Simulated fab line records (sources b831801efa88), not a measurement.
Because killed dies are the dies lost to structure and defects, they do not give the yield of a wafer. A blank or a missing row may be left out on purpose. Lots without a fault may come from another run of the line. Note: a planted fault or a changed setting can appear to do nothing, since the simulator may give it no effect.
Which tool did it? / flow gf180mcu / 12 lots with 36 wafers sampled at 4 steps, on a route of 602 steps

## WHAT EACH GAUGE READ, for each wafer
GF_TOP_METAL_RS_MEAS_05: the measuring method here is four-point-probe. Usual: TOP_METAL_ALCU_RS 0.03287 ohm/sq, standard deviation 0.0003.
lot=L872; measured=day 28 11:03; on=filmMetro-02; TOP_METAL_ALCU_RS (ohm/sq)=0.03264 0.03248 0.03251; flag=
lot=L873; measured=day 29 02:35; on=filmMetro-04; TOP_METAL_ALCU_RS (ohm/sq)=0.03314 0.03333 0.03354; flag=
lot=L874; measured=day 29 04:13; on=filmMetro-04; TOP_METAL_ALCU_RS (ohm/sq)=0.03333 0.03338 0.03321; flag=
lot=L877; measured=day 30 01:18; on=filmMetro-02; TOP_METAL_ALCU_RS (ohm/sq)=0.03292 0.03284 0.03254; flag=
lot=L879; measured=day 30 07:16; on=filmMetro-02; TOP_METAL_ALCU_RS (ohm/sq)=0.03325 0.03294 0.03307; flag=
lot=L881; measured=day 30 22:51; on=filmMetro-02; TOP_METAL_ALCU_RS (ohm/sq)=0.03254 0.03258 0.03259; flag=
lot=L884; measured=day 31 16:17; on=filmMetro-01; TOP_METAL_ALCU_RS (ohm/sq)=0.03278 0.03238 0.03239; flag=
lot=L885; measured=day 32 00:16; on=filmMetro-02; TOP_METAL_ALCU_RS (ohm/sq)=0.03282 0.03311 0.03278; flag=
lot=L888; measured=day 32 17:48; on=filmMetro-02; TOP_METAL_ALCU_RS (ohm/sq)=0.03295 0.03324 0.03295; flag=
lot=L890; measured=day 33 03:29; on=filmMetro-02; TOP_METAL_ALCU_RS (ohm/sq)=0.03294 0.03285 0.03275; flag=
lot=L891; measured=day 33 10:41; on=filmMetro-02; TOP_METAL_ALCU_RS (ohm/sq)=0.0326 0.03233 0.03279; flag=
lot=L892; measured=day 33 15:53; on=filmMetro-02; TOP_METAL_ALCU_RS (ohm/sq)=0.03352 0.03336 0.03339; flag=

GF_PASSIVATION_BOW_MEAS_14. Usual: PASSIVATION_BOW 133 um, standard deviation 10.
lot=L872; measured=day 30 04:54; on=filmMetro-01; PASSIVATION_BOW (um)=120 136 114; flag=
lot=L873; measured=day 30 19:23; on=filmMetro-03; PASSIVATION_BOW (um)=144 138 140; flag=
lot=L874; measured=day 30 20:43; on=filmMetro-01; PASSIVATION_BOW (um)=135 120 137; flag=
lot=L877; measured=day 31 15:57; on=filmMetro-04; PASSIVATION_BOW (um)=136 120 125; flag=
lot=L879; measured=day 31 22:52; on=filmMetro-01; PASSIVATION_BOW (um)=137 119 128; flag=
lot=L881; measured=day 32 11:55; on=filmMetro-04; PASSIVATION_BOW (um)=119 124 132; flag=
lot=L884; measured=day 33 04:11; on=filmMetro-04; PASSIVATION_BOW (um)=149 140 137; flag=
lot=L885; measured=day 33 11:35; on=filmMetro-01; PASSIVATION_BOW (um)=131 140 137; flag=
lot=L888; measured=day 34 03:44; on=filmMetro-03; PASSIVATION_BOW (um)=130 122 120; flag=
lot=L890; measured=day 34 12:43; on=filmMetro-04; PASSIVATION_BOW (um)=119 122 118; flag=
lot=L891; measured=day 34 19:26; on=filmMetro-04; PASSIVATION_BOW (um)=110 116 106; flag=
lot=L892; measured=day 35 00:53; on=filmMetro-04; PASSIVATION_BOW (um)=127 125 139; flag=

## WHICH TOOL RAN EACH LOT (tool, then ch and the chambers of the sampled wafers, then the start)
lot=L872; GF_V5_SPUTTER_21=pvdSputter-02, day 28 10:08; GF_PASSIVATION_ETCH_11=rieDiel-03 ch 0,2,3, day 30 03:04
lot=L873; GF_V5_SPUTTER_21=pvdSputter-04, day 29 01:32; GF_PASSIVATION_ETCH_11=rieDiel-04 ch 1,2,3, day 30 17:34
lot=L874; GF_V5_SPUTTER_21=pvdSputter-02, day 29 03:17; GF_PASSIVATION_ETCH_11=rieDiel-03 ch 1,2, day 30 18:52
lot=L877; GF_V5_SPUTTER_21=pvdSputter-02, day 30 00:20; GF_PASSIVATION_ETCH_11=rieDiel-03 ch 0,2,3, day 31 14:04
lot=L879; GF_V5_SPUTTER_21=pvdSputter-03, day 30 06:21; GF_PASSIVATION_ETCH_11=rieDiel-04 ch 1,2, day 31 21:02
lot=L881; GF_V5_SPUTTER_21=pvdSputter-03, day 30 21:56; GF_PASSIVATION_ETCH_11=rieDiel-03 ch 0,3, day 32 10:04
lot=L884; GF_V5_SPUTTER_21=pvdSputter-04, day 31 15:22; GF_PASSIVATION_ETCH_11=rieDiel-04 ch 0,1,3, day 33 02:22
lot=L885; GF_V5_SPUTTER_21=pvdSputter-03, day 31 23:19; GF_PASSIVATION_ETCH_11=rieDiel-02 ch 0,1, day 33 09:43
lot=L888; GF_V5_SPUTTER_21=pvdSputter-04, day 32 15:25; GF_PASSIVATION_ETCH_11=rieDiel-02 ch 0,1, day 34 01:53
lot=L890; GF_V5_SPUTTER_21=pvdSputter-03, day 33 02:34; GF_PASSIVATION_ETCH_11=rieDiel-04 ch 1,3, day 34 10:51
lot=L891; GF_V5_SPUTTER_21=pvdSputter-02, day 33 09:43; GF_PASSIVATION_ETCH_11=rieDiel-03 ch 1,2,3, day 34 17:33
lot=L892; GF_V5_SPUTTER_21=pvdSputter-04, day 33 14:59; GF_PASSIVATION_ETCH_11=rieDiel-02 ch 0,2,3, day 34 23:03
- GF_V5_SPUTTER_21: material Ti, target thk 15 nm, time 80.02 s.
- GF_PASSIVATION_ETCH_11: etches the open film in CF4/O2, stops on TiN, target depth 1800 nm, time 400 s.

## WHAT THE TOOLS THEMSELVES READ (means of the sampled wafers that have a number; where no wafer has one, the mark that the record gives instead)
GF_V5_SPUTTER_21. Usual: cathodeDcPowerW 2500.1 W, standard deviation 0.42; throttleValvePct 30.4 %, standard deviation 0.92.
lot=L872; tool=pvdSputter-02; cathodeDcPowerW (W)=2500.3; throttleValvePct (%)=30.4; flag=
lot=L873; tool=pvdSputter-04; cathodeDcPowerW (W)=2499.8; throttleValvePct (%)=30.5; flag=
lot=L874; tool=pvdSputter-02; cathodeDcPowerW (W)=2499.8; throttleValvePct (%)=30.8; flag=
lot=L877; tool=pvdSputter-02; cathodeDcPowerW (W)=2500.0; throttleValvePct (%)=30.9; flag=
lot=L879; tool=pvdSputter-03; cathodeDcPowerW (W)=2499.7; throttleValvePct (%)=29.6; flag=
lot=L881; tool=pvdSputter-03; cathodeDcPowerW (W)=2499.7; throttleValvePct (%)=29.6; flag=
lot=L884; tool=pvdSputter-04; cathodeDcPowerW (W)=2500.1; throttleValvePct (%)=30.5; flag=
lot=L885; tool=pvdSputter-03; cathodeDcPowerW (W)=2500.2; throttleValvePct (%)=29.5; flag=
lot=L888; tool=pvdSputter-04; cathodeDcPowerW (W)=2500.0; throttleValvePct (%)=30.7; flag=
lot=L890; tool=pvdSputter-03; cathodeDcPowerW (W)=2499.9; throttleValvePct (%)=30.6; flag=
lot=L891; tool=pvdSputter-02; cathodeDcPowerW (W)=2499.5; throttleValvePct (%)=29.9; flag=
lot=L892; tool=pvdSputter-04; cathodeDcPowerW (W)=2500.4; throttleValvePct (%)=30.7; flag=

GF_PASSIVATION_ETCH_11. Usual: O2_flow_sccm 9.99 sccm, standard deviation 0.032; biasW 150.0 W, standard deviation 0.45; drypumpMotorCurrentA 5.7 A, standard deviation 0.51; oesProductAu 0.963 a.u., standard deviation 0.0072; rfFwdPowerW 798.8 W, standard deviation 2.3; throttleValvePct 5.961 %, standard deviation 0.0094.
lot=L872; tool=rieDiel-03; O2_flow_sccm (sccm)=9.98; biasW (W)=150.1; drypumpMotorCurrentA (A)=5.8; oesProductAu (a.u.)=0.960; rfFwdPowerW (W)=800.1; throttleValvePct (%)=5.963; flag=
lot=L873; tool=rieDiel-04; O2_flow_sccm (sccm)=9.97; biasW (W)=150.2; drypumpMotorCurrentA (A)=5.9; oesProductAu (a.u.)=0.958; rfFwdPowerW (W)=799.0; throttleValvePct (%)=5.962; flag=
lot=L874; tool=rieDiel-03; O2_flow_sccm (sccm)=10.02; biasW (W)=149.8; drypumpMotorCurrentA (A)=6.2; oesProductAu (a.u.)=0.961; rfFwdPowerW (W)=797.8; throttleValvePct (%)=5.969; flag=
lot=L877; tool=rieDiel-03; O2_flow_sccm (sccm)=10.00; biasW (W)=150.1; drypumpMotorCurrentA (A)=5.8; oesProductAu (a.u.)=0.966; rfFwdPowerW (W)=798.2; throttleValvePct (%)=5.953; flag=
lot=L879; tool=rieDiel-04; O2_flow_sccm (sccm)=9.96; biasW (W)=150.1; drypumpMotorCurrentA (A)=5.7; oesProductAu (a.u.)=0.960; rfFwdPowerW (W)=799.8; throttleValvePct (%)=5.954; flag=
lot=L881; tool=rieDiel-03; O2_flow_sccm (sccm)=10.03; biasW (W)=150.1; drypumpMotorCurrentA (A)=5.5; oesProductAu (a.u.)=0.963; rfFwdPowerW (W)=798.4; throttleValvePct (%)=5.962; flag=
lot=L884; tool=rieDiel-04; O2_flow_sccm (sccm)=9.99; biasW (W)=149.7; drypumpMotorCurrentA (A)=6.1; oesProductAu (a.u.)=0.961; rfFwdPowerW (W)=797.9; throttleValvePct (%)=5.957; flag=
lot=L885; tool=rieDiel-02; O2_flow_sccm (sccm)=10.00; biasW (W)=150.3; drypumpMotorCurrentA (A)=4.9; oesProductAu (a.u.)=0.966; rfFwdPowerW (W)=799.2; throttleValvePct (%)=5.966; flag=
lot=L888; tool=rieDiel-02; O2_flow_sccm (sccm)=10.01; biasW (W)=149.8; drypumpMotorCurrentA (A)=4.9; oesProductAu (a.u.)=0.964; rfFwdPowerW (W)=797.9; throttleValvePct (%)=5.958; flag=
lot=L890; tool=rieDiel-04; O2_flow_sccm (sccm)=9.98; biasW (W)=149.5; drypumpMotorCurrentA (A)=6.0; oesProductAu (a.u.)=0.965; rfFwdPowerW (W)=799.6; throttleValvePct (%)=5.963; flag=
lot=L891; tool=rieDiel-03; O2_flow_sccm (sccm)=10.01; biasW (W)=150.7; drypumpMotorCurrentA (A)=6.0; oesProductAu (a.u.)=0.953; rfFwdPowerW (W)=798.4; throttleValvePct (%)=5.963; flag=
lot=L892; tool=rieDiel-02; O2_flow_sccm (sccm)=9.98; biasW (W)=150.2; drypumpMotorCurrentA (A)=5.3; oesProductAu (a.u.)=0.962; rfFwdPowerW (W)=797.6; throttleValvePct (%)=5.956; flag=

## THE ANSWER, worked out from the rows above alone
Rule: lot off if the mean of its wafers having a number is beyond 3 standard deviations from the usual mean. A lot without any number at a reading at which 4 lots or more have one is off too. All remaining lots with rows at the step are treated as sound. After the gauges, taken in route order, come the tools' own readings; for these a lot's mean is taken, as printed above. At the first step where some lot is off, the reading lying furthest off is the one used; lots without a number count as furthest.
Nothing can be told from this: no lot is off at any reading shown.

## WHAT THE SIMULATOR HAD INSERTED
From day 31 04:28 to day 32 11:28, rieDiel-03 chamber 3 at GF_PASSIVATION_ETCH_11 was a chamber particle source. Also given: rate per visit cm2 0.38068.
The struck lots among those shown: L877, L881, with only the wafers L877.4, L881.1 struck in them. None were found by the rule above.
